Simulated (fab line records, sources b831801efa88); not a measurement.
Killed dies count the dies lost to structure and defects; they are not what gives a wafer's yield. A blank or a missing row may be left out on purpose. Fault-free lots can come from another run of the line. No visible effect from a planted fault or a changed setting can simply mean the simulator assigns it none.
fab line records	flow sky130
record lots=6	wafers=18	lastDay=50
route steps=708 shown SONOS_ONO@175 GATE_OXIDE@187 PAD_OPEN@708
lots that met no fault: taken from a fault-free run of the same line
startH: hours from the record's opening day to when the first of the lot's shown wafers began	waitH: time in hours since the lot's previous step	" the same as in the row above	L1.1+2: one row covering several wafers at once	- either no value or no given start	* or withheld: withheld	< > ~ a bound
route shown NAME@n: a module of which the file shows steps, and the number in the route of the first	usual: mean/standard deviation taken from wafers without a fault	same: alike in all rows	chamber/n: place in a boat	sites: each site's reading	_std_site: standard deviation of those values	_edge_site: the outer-site mean with the inner-site mean subtracted	radiusMm: for every site, how far away it sits from the centre of the wafer	mask NAME#n: copy n	behind: the last tool/chamber to shape the wafer	hold: why the lot was held/for how many hours/how that ended	device: which transistor (n, p or np) failed to switch	end of line: tests of these same wafers at the route's end	a step given without rows: its recipe and nothing more	killed: not the wafer's yield, but the dies lost to structure and defects at the first sort	map: the dies of a wafer, with x for killed, . for not killed, _ for no die there
set.NAME: the run value of the setting; set.NAME@STEP: its run value at that earlier step	model.NAME: the simulator's own value behind a step, which no gauge read
lots seen at some steps along the route; tables by step, rows by wafer
services: the hour from which a tool's chamber was out of use, counted from the record's first day as startH (under 0 if before that day), plus the number of hours and why
## steps
# step SKY_SONOS_ONO_HMDS_07
# recipe primeTimeS=60	primeTempC=120
# step SKY_SONOS_ONO_COAT_08
# recipe resist=NOVOLAK	spinRpm=3000	resistThkNm=1140
# step SKY_SONOS_ONO_SOFTBAKE_09
# recipe tempC=90	timeS=60	resist=NOVOLAK
# step SKY_SONOS_ONO_EXPOSE_10
# recipe maskId=ONOM	targetCdNm=410	na=0.6	sourceShape=conventional	sigmaOuter=0.6	doseMj=150
# step SKY_SONOS_ONO_PEB_11
# recipe tempC=withheld	timeS=*	resist=NOVOLAK
# step SKY_SONOS_ONO_DEVELOP_12
# recipe developTimeS=60	devTempC=23
# step SKY_SONOS_ONO_CD_MEAS_13
# recipe targetCdNm=410
# usual cdNm=410.7/2.2
lot.wafer	tool	chamber	startH	waitH	cdNm
L644.1	cdSem-01	-	286.53	0.1	408.8
L644.2	"	-	"	"	410.0
L644.4	"	-	"	"	411.2
L645.3	cdSem-02	-	294.81	0.1	407.9
L645.5	"	-	"	"	408.3
L645.6	"	-	"	"	410.8
L652.2	cdSem-02	-	350.80	0.1	410.6
L652.4	"	-	"	"	409.9
L652.5	"	-	"	"	411.5
L653.1	cdSem-02	-	360.32	0.1	414.7
L653.5	"	-	"	"	413.7
L653.6	"	-	"	"	410.0
L662.2	cdSem-01	-	433.15	0.1	409.2
L662.3	"	-	"	"	407.3
L662.4	"	-	"	"	409.8
L665.1	cdSem-01	-	459.72	0.1	410.1
L665.2	"	-	"	"	406.5
L665.6	"	-	"	"	407.9
# step SKY_SONOS_ONO_OVL_MEAS_14
# usual SONOS_ONO_OVL=-0.5/1.3
lot.wafer	tool	chamber	startH	waitH	SONOS_ONO_OVL[nm]
L644.1	overlay-02	-	286.65	0.1	-0.4
L644.2	"	-	"	"	-1.2
L644.4	"	-	"	"	-1.8
L645.3	overlay-01	-	294.91	0.1	-5.2
L645.5	"	-	"	"	-3.4
L645.6	"	-	"	"	-3.1
L652.2	overlay-01	-	350.91	0.1	0.2
L652.4	"	-	"	"	0.7
L652.5	"	-	"	"	1.6
L653.1	overlay-01	-	360.44	0.1	-1.1
L653.5	"	-	"	"	-0.7
L653.6	"	-	"	"	-1.4
L662.2	overlay-01	-	433.26	0.1	1.2
L662.3	"	-	"	"	-0.8
L662.4	"	-	"	"	-1.8
L665.1	overlay-02	-	459.84	0.1	2.2
L665.2	"	-	"	"	-0.5
L665.6	"	-	"	"	-0.9
# step SKY_SONOS_ONO_ETCH_15
# recipe targetDepthNm=19.52	chemistry=CHF3/O2	sourceW=600	biasW=200	pressureMtorr=40	chf3FlowSccm=50	O2_flow_sccm=5	timeS=7.8
# usual drypumpMotorCurrentA=5.8/0.43	oesProductAu=0.999/0.011	throttleValvePct=8.825/0.01
lot.wafer	tool	chamber	startH	waitH	drypumpMotorCurrentA	oesProductAu	rfHoursCounterH	throttleValvePct
L644.1	rieDiel-02	1	286.69	0.0	6.0	0.996	2	8.832
L644.2	"	2	"	"	5.2	1.002	123	8.842
L644.4	"	0	"	"	6.3	1.002	3	8.829
L645.3	rieDiel-01	0	294.93	0.0	5.7	0.992	61	8.815
L645.5	"	1	"	"	6.2	0.976	-	8.825
L645.6	"	0	"	"	5.7	0.991	-	8.838
L652.2	rieDiel-02	1	350.94	0.0	5.9	1.006	3	8.819
L652.4	"	0	"	"	6.3	0.995	4	8.821
L652.5	"	2	"	"	5.2	0.998	-	8.822
L653.1	rieDiel-01	3	360.47	0.0	5.7	1.012	2	8.840
L653.5	"	1	"	"	6.2	1.000	-	8.811
L653.6	"	0	"	"	5.7	0.995	-	8.822
L662.2	rieDiel-02	0	433.29	0.0	6.2	0.990	5	8.820
L662.3	"	2	"	"	5.2	1.008	1	8.832
L662.4	"	2	"	"	5.2	1.007	-	8.833
L665.1	rieDiel-04	2	459.87	0.0	5.5	0.991	30	8.807
L665.2	"	1	"	"	5.6	1.001	7	8.819
L665.6	"	0	"	"	6.3	1.013	-	8.825
# step SKY_SONOS_ONO_WET_ETCH_16
# recipe chemistry=dHF	targetDepthNm=14	dry=n2Spin	target=SiO2	dilution=100:1	tempC=25	timeS=280
# step SKY_SONOS_ONO_STRIP_17
# recipe chemistry=O2/N2	powerW=1400	pressureMtorr=1500	platenTempC=withheld	o2FlowSccm=3000	n2FlowSccm=300	overashFraction=0.5
# usual drypumpMotorCurrentA=5.84/0.17	n2FlowSccm=299.9/0.94	oesProductAu=0.710/0.0049	stripTimeToEndpointS=14.10/0.038
lot.wafer	tool	chamber	startH	waitH	drypumpMotorCurrentA	n2FlowSccm	oesProductAu	rfHoursCounterH	stripTimeToEndpointS
L644.1	plasmaAsher-01	0	286.81	0.0	5.92	299.7	0.710	16	14.07
L644.2	"	1	"	"	5.90	299.6	0.710	16	14.06
L644.4	"	1	"	"	5.93	300.2	0.719	-	14.08
L645.3	plasmaAsher-03	1	295.08	0.0	5.64	299.4	0.714	-	14.13
L645.5	"	1	"	"	5.62	299.4	0.703	-	14.16
L645.6	"	0	"	"	5.98	300.8	0.711	-	14.15
L652.2	plasmaAsher-01	0	351.05	0.0	5.91	302.7	0.719	23	14.04
L652.4	"	0	"	"	5.92	300.6	0.711	-	14.08
L652.5	"	1	"	"	5.89	300.9	0.712	-	14.09
L653.1	plasmaAsher-02	0	360.58	0.0	5.97	300.6	0.710	52	14.13
L653.5	"	0	"	"	6.02	300.7	0.718	-	14.09
L653.6	"	1	"	"	5.58	300.9	0.702	-	14.12
L662.2	plasmaAsher-03	1	433.40	0.0	5.68	299.0	0.710	0	14.11
L662.3	"	0	"	"	5.98	299.3	0.710	-	14.14
L662.4	"	1	"	"	5.66	298.3	0.705	-	14.13
L665.1	plasmaAsher-02	1	459.98	0.0	5.58	301.0	0.703	62	14.11
L665.2	"	0	"	"	5.99	299.9	0.702	62	14.05
L665.6	"	0	"	"	6.00	299.9	0.707	-	14.03
# step SKY_SONOS_ONO_WET_ETCH_18
# recipe chemistry=H3PO4	targetDepthNm=15	target=Si3N4	tempC=160	timeS=172
# step SKY_GATE_OXIDE_CLEAN_00
# recipe chemistry=SC1/SC2	mix=1:4:20	tempC=70	timeS=150	dry=n2Spin
# usual bathGuardTempC=70.2/0.4	bathHeatDutyPct=13.2/1.6
lot.wafer	tool	chamber	startH	waitH	bathGuardTempC	bathHeatDutyPct	model.SiO2_of_SONOS_ONO_CVD_04.thkNm
L644.1	wetBench-01	2	286.96	0.0	70.4	11.2	4.905
L644.2	"	2	"	"	70.7	11.6	4.927
L644.4	"	2	"	"	70.4	11.0	4.971
L645.3	wetBench-04	2	295.20	0.0	70.1	12.7	4.899
L645.5	"	2	"	"	70.0	12.6	4.808
L645.6	"	2	"	"	69.5	12.6	4.812
L652.2	wetBench-02	0	351.20	0.0	-	-	5.619
L652.4	"	0	"	"	-	-	5.688
L652.5	"	0	"	"	-	-	5.661
L653.1	wetBench-01	3	360.74	0.0	-	-	5.62
L653.5	"	3	"	"	-	-	5.588
L653.6	"	3	"	"	-	-	5.683
L662.2	wetBench-04	0	433.55	0.0	70.8	14.2	4.928
L662.3	"	0	"	"	70.8	12.9	4.93
L662.4	"	0	"	"	71.0	12.0	4.842
L665.1	wetBench-01	0	460.14	0.0	70.6	11.8	5.061
L665.2	"	0	"	"	70.3	12.3	5.04
L665.6	"	0	"	"	70.6	10.9	5.141
# step SKY_GATE_OXIDE_OXIDATION_01
# recipe tempC=900	ambient=O2	stabiliseS=600	purgeS=300	targetThkA=102.68	oxTimeS=1473
# step SKY_GATE_OXIDE_THK_MEAS_02
# recipe reads=SiO2_of_GATE_OXIDE_OXIDATION_01
# usual GATE_OXIDE_OXIDATION_00_THK=10.29/0.16
lot.wafer	tool	chamber	startH	waitH	GATE_OXIDE_OXIDATION_00_THK[nm]
L644.1	filmMetro-01	-	288.75	0.0	10.38
L644.2	"	-	"	"	10.24
L644.4	"	-	"	"	10.33
L645.3	filmMetro-01	-	297.20	0.0	10.28
L645.5	"	-	"	"	10.06
L645.6	"	-	"	"	10.33
L652.2	filmMetro-04	-	353.66	0.0	10.52
L652.4	"	-	"	"	10.27
L652.5	"	-	"	"	10.36
L653.1	filmMetro-03	-	362.77	0.0	10.38
L653.5	"	-	"	"	10.25
L653.6	"	-	"	"	10.35
L662.2	filmMetro-03	-	435.32	0.0	10.49
L662.3	"	-	"	"	10.66
L662.4	"	-	"	"	10.45
L665.1	filmMetro-04	-	462.13	0.0	10.04
L665.2	"	-	"	"	9.91
L665.6	"	-	"	"	9.79
# step SKY_GATE_OXIDE_DEHYDRATE_03
# recipe tempC=200	timeS=60
# step SKY_GATE_OXIDE_HMDS_04
# recipe primeTimeS=60	primeTempC=120
# step SKY_GATE_OXIDE_COAT_05
# recipe resist=NOVOLAK	spinRpm=3000	resistThkNm=1140
# step SKY_GATE_OXIDE_SOFTBAKE_06
# recipe tempC=90	timeS=60	resist=NOVOLAK
# step SKY_GATE_OXIDE_EXPOSE_07
# recipe maskId=LVOM	na=0.6	sourceShape=conventional	sigmaOuter=0.6	polarization=unpolarized	targetCdNm=600	doseMj=170
# step SKY_GATE_OXIDE_PEB_08
# recipe tempC=withheld	timeS=*	resist=NOVOLAK
# step SKY_GATE_OXIDE_DEVELOP_09
# recipe resist=NOVOLAK	developer=TMAH	developTimeS=60	devTempC=23
# step SKY_GATE_OXIDE_OVL_MEAS_10
# usual GATE_OXIDE_OVL=-0.6/1.2
lot.wafer	tool	chamber	startH	waitH	GATE_OXIDE_OVL[nm]
L644.1	overlay-02	-	315.01	0.1	1.2
L644.2	"	-	"	"	1.6
L644.4	"	-	"	"	0.1
L645.3	overlay-01	-	323.24	0.1	-0.3
L645.5	"	-	"	"	-2.0
L645.6	"	-	"	"	-1.3
L652.2	overlay-02	-	380.98	0.1	-1.3
L652.4	"	-	"	"	-0.8
L652.5	"	-	"	"	-0.8
L653.1	overlay-02	-	390.57	0.1	-0.1
L653.5	"	-	"	"	-0.1
L653.6	"	-	"	"	-0.7
L662.2	overlay-02	-	466.58	0.1	-0.1
L662.3	"	-	"	"	-0.8
L662.4	"	-	"	"	-2.2
L665.1	overlay-01	-	493.37	0.1	-0.1
L665.2	"	-	"	"	-1.4
L665.6	"	-	"	"	-2.7
# step SKY_GATE_OXIDE_IMPLANT_11
# recipe species=B	energyKev=10	doseCm2=2.6e+12	tiltDeg=withheld
# step SKY_GATE_OXIDE_WET_ETCH_12
# recipe chemistry=dHF	targetDepthNm=16.8	dry=n2Spin	target=SiO2	dilution=100:1	tempC=25	timeS=336
# step SKY_GATE_OXIDE_STRIP_13
# recipe chemistry=O2/N2	powerW=1400	pressureMtorr=1500	platenTempC=withheld	o2FlowSccm=3000	n2FlowSccm=300	overashFraction=0.5
# usual drypumpMotorCurrentA=5.7/0.41	n2FlowSccm=300.0/0.98	oesProductAu=0.716/0.0043	stripTimeToEndpointS=14.18/0.044
lot.wafer	tool	chamber	startH	waitH	drypumpMotorCurrentA	n2FlowSccm	oesProductAu	rfHoursCounterH	stripTimeToEndpointS
L644.1	plasmaAsher-01	0	315.32	0.0	5.9	299.0	0.713	20	14.17
L644.2	"	1	"	"	5.9	299.1	0.707	20	14.18
L644.4	"	0	"	"	5.9	299.1	0.713	-	14.10
L645.3	plasmaAsher-03	1	323.55	0.0	5.7	298.8	0.720	-	14.16
L645.5	"	0	"	"	6.0	300.6	0.717	-	14.11
L645.6	"	1	"	"	5.6	299.6	0.719	-	14.15
L652.2	plasmaAsher-03	1	381.26	0.0	5.6	299.7	0.715	71	14.11
L652.4	"	0	"	"	6.0	301.2	0.714	-	14.13
L652.5	"	1	"	"	5.6	300.6	0.715	-	14.13
L653.1	plasmaAsher-01	0	390.85	0.0	5.9	298.2	0.721	27	14.16
L653.5	"	1	"	"	5.9	300.1	0.712	-	14.12
L653.6	"	0	"	"	5.9	298.5	0.712	-	14.16
L662.2	plasmaAsher-03	0	466.86	0.0	6.0	298.8	0.714	4	14.15
L662.3	"	1	"	"	5.7	300.2	0.711	-	14.18
L662.4	"	0	"	"	6.0	300.5	0.716	-	14.19
L665.1	plasmaAsher-01	1	493.67	0.0	5.9	299.0	0.714	37	14.19
L665.2	"	0	"	"	5.9	299.5	0.715	37	14.17
L665.6	"	1	"	"	5.9	298.0	0.715	-	14.18
# step SKY_GATE_OXIDE_TW_MEAS_14
# usual GATE_OXIDE_TW=224.1/1.3
lot.wafer	tool	chamber	startH	waitH	GATE_OXIDE_TW
L644.1	filmMetro-03	-	315.42	0.1	224.9
L644.2	"	-	"	"	224.3
L644.4	"	-	"	"	222.9
L645.3	filmMetro-01	-	323.64	0.1	224.1
L645.5	"	-	"	"	224.8
L645.6	"	-	"	"	225.5
L652.2	filmMetro-04	-	381.37	0.1	222.1
L652.4	"	-	"	"	221.5
L652.5	"	-	"	"	222.3
L653.1	filmMetro-04	-	390.95	0.1	221.6
L653.5	"	-	"	"	223.4
L653.6	"	-	"	"	222.0
L662.2	filmMetro-04	-	466.97	0.1	224.0
L662.3	"	-	"	"	221.7
L662.4	"	-	"	"	222.4
L665.1	filmMetro-04	-	493.81	0.1	222.5
L665.2	"	-	"	"	224.2
L665.6	"	-	"	"	222.7
# step SKY_GATE_OXIDE_CLEAN_15
# recipe chemistry=SC1/SC2	mix=1:4:20	tempC=70	timeS=150	dry=n2Spin
# usual bathGuardTempC=70.0/0.39	bathHeatDutyPct=13.6/1.5
lot.wafer	tool	chamber	startH	waitH	bathGuardTempC	bathHeatDutyPct	model.SiO2_of_SONOS_ONO_CVD_04.thkNm
L644.1	wetBench-04	3	315.48	0.1	69.8	16.1	4.242
L644.2	"	3	"	"	69.3	15.5	4.264
L644.4	"	3	"	"	69.6	15.2	4.313
L645.3	wetBench-02	3	323.68	0.0	70.4	11.9	4.218
L645.5	"	3	"	"	70.3	11.3	4.126
L645.6	"	3	"	"	70.2	12.8	4.131
L652.2	wetBench-02	0	381.42	0.0	69.4	15.0	4.953
L652.4	"	0	"	"	69.6	13.0	5.018
L652.5	"	0	"	"	69.4	12.6	4.992
L653.1	wetBench-01	3	391.01	0.1	69.9	13.1	4.94
L653.5	"	3	"	"	70.1	13.1	4.907
L653.6	"	3	"	"	69.9	13.2	5.002
L662.2	wetBench-04	3	467.02	0.0	69.4	17.1	4.262
L662.3	"	3	"	"	69.6	14.5	4.26
L662.4	"	3	"	"	69.5	14.6	4.175
L665.1	wetBench-01	0	493.87	0.1	70.1	10.9	4.369
L665.2	"	0	"	"	70.5	12.8	4.344
L665.6	"	0	"	"	70.1	10.9	4.448
# step SKY_GATE_OXIDE_OXIDATION_16
# recipe tempC=800	ambient=O2	idleTempC=700	rampUpCPerMin=10	rampDownCPerMin=3	stabiliseS=600	purgeS=300	targetThkA=35.7	oxTimeS=1915
# step SKY_PAD_OPEN_PROBE_99
# usual killed_at_M0_to_M3=43/6.4	killed_at_M4_up=2.8/1.7	killedAtContacts=24/5.5	killedAtFrontEnd=15/4	killedAtOther=0.3/0.54	killedDies=86/9.1	killedOpen=47/6.6	killedShort=39/6.2
# same grossDies=492	killedAtBackSide=0
lot.wafer	tool	chamber	startH	waitH	killed_at_M0_to_M3	killed_at_M4_up	killedAtContacts	killedAtFrontEnd	killedAtOther	killedDies	killedOpen	killedShort	model.etest.sonosErased.driveUaUm	model.etest.sonosUncharged.rOnOhmUm	model.etest.capThickOxide.gateBvV	model.etest.capThickOxide.gateLog10ACm2	model.etest.capOno.gateLog10ACm2	model.etest.capOno.gateBvV	model.etest.capOno.toxAccNm	model.etest.sonosProgrammed.offLog10AUm
L644.1	prober-02	-	1081.55	0.1	47	3	30	11	0	91	57	34	188.1	835	15.73	-7.298	-8.089	16.47	12.99	-13.97
L644.2	prober-02	-	1081.60	0.1	49	2	30	16	0	97	52	45	217	790.3	15.71	-7.182	-8.068	17.02	13.02	-13.91
L644.4	prober-02	-	1081.70	0.2	45	3	26	17	0	91	43	48	181.8	814.9	16.02	-7.256	-8.243	16.3	13.11	-13.81
L645.3	prober-01	-	1088.54	0.2	35	2	16	18	0	71	45	26	209	811.5	16.12	-7.09	-7.951	16.71	12.97	-13.83
L645.5	prober-01	-	1088.64	0.2	54	2	23	20	1	100	62	38	190.4	805.6	15.34	-6.891	-7.744	16.15	12.77	-14.06
L645.6	prober-01	-	1088.69	0.2	40	4	23	24	0	91	52	39	202.7	797.6	16.03	-7.207	-7.864	15.97	12.8	-13.9
L652.2	prober-01	-	1132.07	0.1	44	2	22	10	0	78	48	30	146.2	837.6	12.9	-5.833	-8.819	16.89	13.56	-13.89
L652.4	prober-01	-	1132.17	0.2	27	9	17	16	0	69	46	23	133.4	847.4	11.9	-5.534	-8.75	16.81	13.59	-13.54
L652.5	prober-01	-	1132.22	0.2	34	1	24	12	0	71	35	36	150.5	856.4	12.53	-5.718	-8.99	17.65	13.58	-13.62
L653.1	prober-02	-	1133.97	0.1	56	2	25	18	0	101	58	43	153.6	817.1	12.6	-5.662	-8.994	17.16	13.74	-13.47
L653.5	prober-02	-	1134.17	0.2	52	2	29	11	0	94	58	36	137.6	824.6	12.4	-5.568	-8.909	17.23	13.67	-13.6
L653.6	prober-02	-	1134.22	0.2	48	1	33	9	1	92	50	42	163.3	826.9	12.76	-5.523	-9.017	17.31	13.7	-13.07
L662.2	prober-01	-	1178.44	0.1	55	3	24	11	0	93	54	39	176.8	821.1	15.69	-7.27	-8.151	16.71	13.01	-13.98
L662.3	prober-01	-	1178.49	0.2	39	4	15	17	0	75	42	33	193.9	812.8	15.93	-7.458	-7.982	16.42	12.94	-14.09
L662.4	prober-01	-	1178.54	0.2	35	3	15	8	0	61	45	16	201.5	815.3	15.81	-7.303	-8.081	16.5	13	-13.91
L665.1	prober-02	-	1193.18	0.1	38	2	25	20	0	85	43	42	193.1	799.1	15.26	-6.726	-8.265	16.77	13.16	-13.95
L665.2	prober-02	-	1193.23	0.1	37	4	21	14	0	76	40	36	165.8	828	15.21	-6.666	-8.449	17.36	13.21	-13.94
L665.6	prober-02	-	1193.43	0.2	39	1	19	12	1	72	42	30	201.7	823.7	14.96	-6.556	-8.357	16.9	13.25	-14.03
# killed by level:class
L644.1 LI_CONTACT:geometricParticle:open=12 CONTACT:geometricParticle:open=11 VIA3:geometricParticle:open=10 VIA1:geometricParticle:short=8 VIA1:geometricParticle:open=7 METAL1:geometricParticle:short=5 VIA2:geometricParticle:open=4 CONTACT:geometricParticle:short=4
L644.2 CONTACT:geometricParticle:open=10 VIA2:geometricParticle:open=8 VIA1:geometricParticle:open=7 VIA3:geometricParticle:open=7 LI_CONTACT:geometricParticle:open=6 METAL1:geometricParticle:short=6 VIA3:geometricParticle:short=6 LOCAL_INTERCONNECT:geometricParticle:short=5
L644.4 CONTACT:geometricParticle:open=10 VIA1:geometricParticle:open=9 VIA3:geometricParticle:open=7 CONTACT:geometricParticle:short=6 FIELD_ISO:geometricParticle:short=5 POLY_GATE:geometricParticle:short=5 METAL1:geometricParticle:short=5 VIA1:geometricParticle:short=5
L645.3 VIA1:geometricParticle:open=14 CONTACT:geometricParticle:open=7 VIA3:geometricParticle:open=6 POLY_GATE:geometricParticle:short=5 FIELD_ISO:geometricParticle:short=4 POLY_GATE:geometricParticle:open=4 LI_CONTACT:geometricParticle:open=4 CONTACT:geometricParticle:short=4
L645.5 VIA1:geometricParticle:open=13 VIA2:geometricParticle:open=13 VIA3:geometricParticle:open=10 CONTACT:geometricParticle:open=9 CONTACT:geometricParticle:short=6 METAL2:geometricParticle:short=6 FIELD_ISO:geometricParticle:short=5 POLY_GATE:geometricParticle:short=5
L645.6 CONTACT:geometricParticle:open=9 METAL2:geometricParticle:short=8 VIA1:geometricParticle:open=7 VIA2:geometricParticle:open=7 FIELD_ISO:geometricParticle:open=6 LI_CONTACT:geometricParticle:open=6 METAL4:geometricParticle:short=4 VIA3:geometricParticle:open=4
L652.2 VIA1:geometricParticle:open=12 VIA3:geometricParticle:open=9 LI_CONTACT:geometricParticle:open=8 CONTACT:geometricParticle:short=5 VIA2:geometricParticle:open=5 FIELD_ISO:geometricParticle:short=4 CONTACT:geometricParticle:open=4 LI_CONTACT:geometricParticle:short=3
L652.4 VIA1:geometricParticle:open=8 VIA2:geometricParticle:open=8 LI_CONTACT:geometricParticle:open=6 VIA3:geometricParticle:open=5 POLY_GATE:geometricParticle:open=5 METAL4:geometricParticle:short=5 LOCAL_INTERCONNECT:geometricParticle:short=4 CONTACT:geometricParticle:open=4
L652.5 VIA3:geometricParticle:open=8 CONTACT:geometricParticle:short=7 CONTACT:geometricParticle:open=7 VIA1:geometricParticle:open=6 VIA1:geometricParticle:short=5 METAL1:geometricParticle:short=5 FIELD_ISO:geometricParticle:open=4 LI_CONTACT:geometricParticle:open=4
L653.1 VIA3:geometricParticle:open=11 VIA1:geometricParticle:open=9 CONTACT:geometricParticle:open=8 FIELD_ISO:geometricParticle:open=7 VIA2:geometricParticle:open=6 POLY_GATE:geometricParticle:open=6 LI_CONTACT:geometricParticle:open=6 CONTACT:geometricParticle:short=6
L653.5 VIA1:geometricParticle:open=15 CONTACT:geometricParticle:open=11 LI_CONTACT:geometricParticle:open=8 VIA1:geometricParticle:short=6 VIA3:geometricParticle:open=5 METAL1:geometricParticle:short=5 LI_CONTACT:geometricParticle:short=4 METAL2:geometricParticle:short=4
L653.6 CONTACT:geometricParticle:open=10 VIA1:geometricParticle:open=9 CONTACT:geometricParticle:short=7 VIA2:geometricParticle:open=7 VIA3:geometricParticle:open=6 LI_CONTACT:geometricParticle:open=6 VIA1:geometricParticle:short=6 LOCAL_INTERCONNECT:geometricParticle:short=5
L662.2 VIA2:geometricParticle:open=12 CONTACT:geometricParticle:open=11 VIA1:geometricParticle:open=9 LI_CONTACT:geometricParticle:open=8 VIA1:geometricParticle:short=8 METAL1:geometricParticle:short=7 VIA3:geometricParticle:short=5 VIA3:geometricParticle:open=5
L662.3 VIA2:geometricParticle:open=10 CONTACT:geometricParticle:open=6 VIA1:geometricParticle:open=6 POLY_GATE:geometricParticle:short=5 METAL2:geometricParticle:short=5 FIELD_ISO:geometricParticle:open=4 METAL1:geometricParticle:short=4 VIA3:geometricParticle:open=4
L662.4 VIA1:geometricParticle:open=17 LI_CONTACT:geometricParticle:open=6 CONTACT:geometricParticle:open=6 VIA2:geometricParticle:open=4 VIA3:geometricParticle:open=4 FIELD_ISO:geometricParticle:open=2 FIELD_ISO:geometricParticle:short=2 POLY_GATE:geometricParticle:short=2
L665.1 CONTACT:geometricParticle:open=8 VIA2:geometricParticle:open=7 FIELD_ISO:geometricParticle:open=6 LI_CONTACT:geometricParticle:open=6 LOCAL_INTERCONNECT:geometricParticle:short=5 VIA1:geometricParticle:open=5 METAL3:geometricParticle:short=5 POLY_GATE:geometricParticle:short=4
L665.2 LI_CONTACT:geometricParticle:open=7 VIA1:geometricParticle:open=7 CONTACT:geometricParticle:short=6 VIA3:geometricParticle:open=6 FIELD_ISO:geometricParticle:short=5 VIA2:geometricParticle:open=5 CONTACT:geometricParticle:open=4 METAL3:geometricParticle:short=4
L665.6 VIA1:geometricParticle:open=9 VIA3:geometricParticle:open=7 LI_CONTACT:geometricParticle:open=6 METAL2:geometricParticle:short=6 CONTACT:geometricParticle:open=5 FIELD_ISO:geometricParticle:open=4 CONTACT:geometricParticle:short=4 POLY_GATE:geometricParticle:open=3
## services
tool	chamber	startH	hours	kind
plasmaAsher-02	-	268.81	4.3	pm
plasmaAsher-03	-	277.76	0.3	repair
plasmaAsher-02	-	297.11	14.6	pm
rieDiel-04	3	302.70	7.1	repair
wetBench-01	-	304.90	2.0	repair
rieDiel-02	-	310.26	1.7	repair
rieDiel-04	0	318.80	5.8	repair
rieDiel-04	-	341.59	1.3	repair
rieDiel-01	1	347.91	1.6	repair
plasmaAsher-03	-	357.16	0.6	repair
rieDiel-01	-	358.35	0.6	repair
rieDiel-04	-	367.42	1.1	repair
rieDiel-01	3	390.54	3.0	repair
rieDiel-04	0	394.53	5.5	repair
rieDiel-02	-	419.09	0.2	repair
plasmaAsher-02	-	419.14	0.8	repair
plasmaAsher-01	-	420.99	1.3	repair
plasmaAsher-03	-	421.25	9.0	pm
rieDiel-04	1	424.37	3.4	repair
rieDiel-02	3	433.22	5.9	repair
rieDiel-02	0	444.19	4.1	repair
wetBench-01	-	466.93	5.2	repair
rieDiel-02	0	486.76	2.5	repair
plasmaAsher-01	-	488.50	1.9	repair
## key
firstSign step=SKY_GATE_OXIDE_CLEAN_00	reading=toolRecord	direction=missing
effect none on later readings
modelEffect step=SKY_GATE_OXIDE_CLEAN_00	value=SiO2_of_SONOS_ONO_CVD_04.thkNm	without=4.963	struck=5.643
modelEffect step=SKY_GATE_OXIDE_CLEAN_15	value=SiO2_of_SONOS_ONO_CVD_04.thkNm	without=4.289	struck=4.969
modelEffect step=SKY_PAD_OPEN_PROBE_99	value=etest.sonosErased.driveUaUm	without=185.8	struck=147.4
metAt SKY_GATE_OXIDE_CLEAN_00
struckWafers L652.2,L652.4,L652.5,L653.1,L653.5,L653.6
testerLeftOut L652,L653
onsetBetween 286.96 351.20
fault kind=skippedStepWhole	tool=wetBench-01,wetBench-02	chamber=-	onsetH=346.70	steps=SKY_GATE_OXIDE_CLEAN_00	scope=struckLotsOnly
# testerLeftOut: of these lots the tester's yield and bins aren't shown, on N5 and GAA mostly nor the transistor test; their killed dies are dies lost to structure and defects alone, not to doping, threshold or leakage, so they don't give the yield
